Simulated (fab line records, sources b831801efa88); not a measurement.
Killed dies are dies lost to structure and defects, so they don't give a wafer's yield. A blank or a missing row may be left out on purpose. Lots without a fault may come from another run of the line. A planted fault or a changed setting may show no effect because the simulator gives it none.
Tool commonality check | flow sky130 | 10 lots, 36 wafers sampled

WHY IT WAS OPENED
At SKY_POLY_GATE_THK_MEAS_01 the reading POLY_GATE_CVD_00_THK is flagged on 2 of 10 lots. Wafers without a fault read 180.2 nm, standard deviation 1.8.
Rule: a lot is flagged when every wafer of it that has a number lies more than 4 standard deviations from that mean, or none has a number. The other lots count as sound.

lot  | measured     | on            | POLY_GATE_CVD_00_THK (nm), wafer by wafer | flag
L254 | day 13 18:17 | film_metro-04 | 180.9 180.8 180.2                         |
L256 | day 14 15:31 | film_metro-01 | 183.0 181.1 181.0                         |
L257 | day 14 18:55 | film_metro-04 | 178.2 177.5 177.2                         |
L262 | day 16 19:52 | film_metro-02 | 182.7 182.9 183.3                         |
L263 | day 17 00:13 | film_metro-04 | 178.1 179.2 178.2                         |
L267 | day 18 14:28 | film_metro-02 | 180.4 180.9 180.9                         |
L268 | day 18 18:53 | film_metro-04 | 180.3 181.5 180.7                         |
L269 | day 19 06:11 | film_metro-04 | 157.2 161.2 167.1 157.4 161.2 167.1       | FLAGGED
L270 | day 19 23:44 | film_metro-01 | 134.0 135.8 139.3 133.9 135.7 139.4       | FLAGGED
L277 | day 22 15:58 | film_metro-04 | 180.3 179.2 179.6                         |
The numbers of the flagged lots are 149.1 nm on average: -31.1 nm against the usual, or -17 standard deviations.

WHICH TOOL RAN EACH LOT
The record holds 2 process steps before the reading, out of a route of 708 steps. In each cell: the tool, then ch and the chambers that the sampled wafers went through, then the start.
lot  | flag    | SKY_VT_ADJUST_NCORE_STRIP_10         | SKY_POLY_GATE_CVD_00
L254 |         | plasma_asher-01 ch 0,1, day 8 10:05  | lpcvd-01 ch 1, day 13 16:29
L256 |         | plasma_asher-01 ch 0,1, day 9 05:51  | lpcvd-01 ch 0, day 14 14:19
L257 |         | plasma_asher-03 ch 0,1, day 9 08:26  | lpcvd-01 ch 1, day 14 17:06
L262 |         | plasma_asher-03 ch 0,1, day 11 01:10 | lpcvd-01 ch 1, day 16 18:38
L263 |         | plasma_asher-04 ch 0,1, day 11 04:05 | lpcvd-01 ch 1, day 16 23:01
L267 |         | plasma_asher-01 ch 0,1, day 12 09:59 | lpcvd-01 ch 0, day 18 13:16
L268 |         | plasma_asher-01 ch 0,1, day 12 13:46 | lpcvd-01 ch 0, day 18 17:40
L269 | FLAGGED | plasma_asher-04 ch 0,1, day 12 23:55 | lpcvd-01 ch 1, day 19 04:58
L270 | FLAGGED | plasma_asher-03 ch 0,1, day 13 13:21 | lpcvd-01 ch 1, day 19 22:30
L277 |         | plasma_asher-04 ch 0,1, day 15 22:26 | lpcvd-01 ch 1, day 22 14:46
What these steps do:
- SKY_VT_ADJUST_NCORE_STRIP_10: strips in O2/N2.
- SKY_POLY_GATE_CVD_00: deposits poly-Si, target thk 180 nm, time 720 s.
- SKY_POLY_GATE_THK_MEAS_01

FLAGGED OVER TOTAL, TOOL BY TOOL (the gauges that took the reading come last)
step                         | tool            | lots run | flagged | share of the flagged lots | sound lots run after its first flagged lot
SKY_VT_ADJUST_NCORE_STRIP_10 | plasma_asher-01 | 4        | 0       | none                      | -
SKY_VT_ADJUST_NCORE_STRIP_10 | plasma_asher-03 | 3        | 1       | some                      | 0
SKY_VT_ADJUST_NCORE_STRIP_10 | plasma_asher-04 | 3        | 1       | some                      | 1 (L277)
SKY_POLY_GATE_CVD_00         | lpcvd-01        | 10       | 2       | all                       | 1 (L277)
SKY_POLY_GATE_THK_MEAS_01    | film_metro-01   | 2        | 1       | some                      | 0
SKY_POLY_GATE_THK_MEAS_01    | film_metro-02   | 2        | 0       | none                      | -
SKY_POLY_GATE_THK_MEAS_01    | film_metro-04   | 6        | 1       | some                      | 1 (L277)

WHAT THE TABLE ALLOWS
1 row of the table ran every flagged lot: lpcvd-01 at SKY_POLY_GATE_CVD_00.
- lpcvd-01 at SKY_POLY_GATE_CVD_00: 2 of its 10 lots flagged. Sound lots ran on it after the first flagged one (L277), which a lasting fault on the whole tool wouldn't allow. Its own readings lie more than 4 standard deviations out on every wafer of the flagged lots: spike_tc_centre_C, zone_power_centre_pct.
No row of the table ran every flagged lot and no sound lot after the first.

WHAT THE SIMULATOR HAD PUT IN
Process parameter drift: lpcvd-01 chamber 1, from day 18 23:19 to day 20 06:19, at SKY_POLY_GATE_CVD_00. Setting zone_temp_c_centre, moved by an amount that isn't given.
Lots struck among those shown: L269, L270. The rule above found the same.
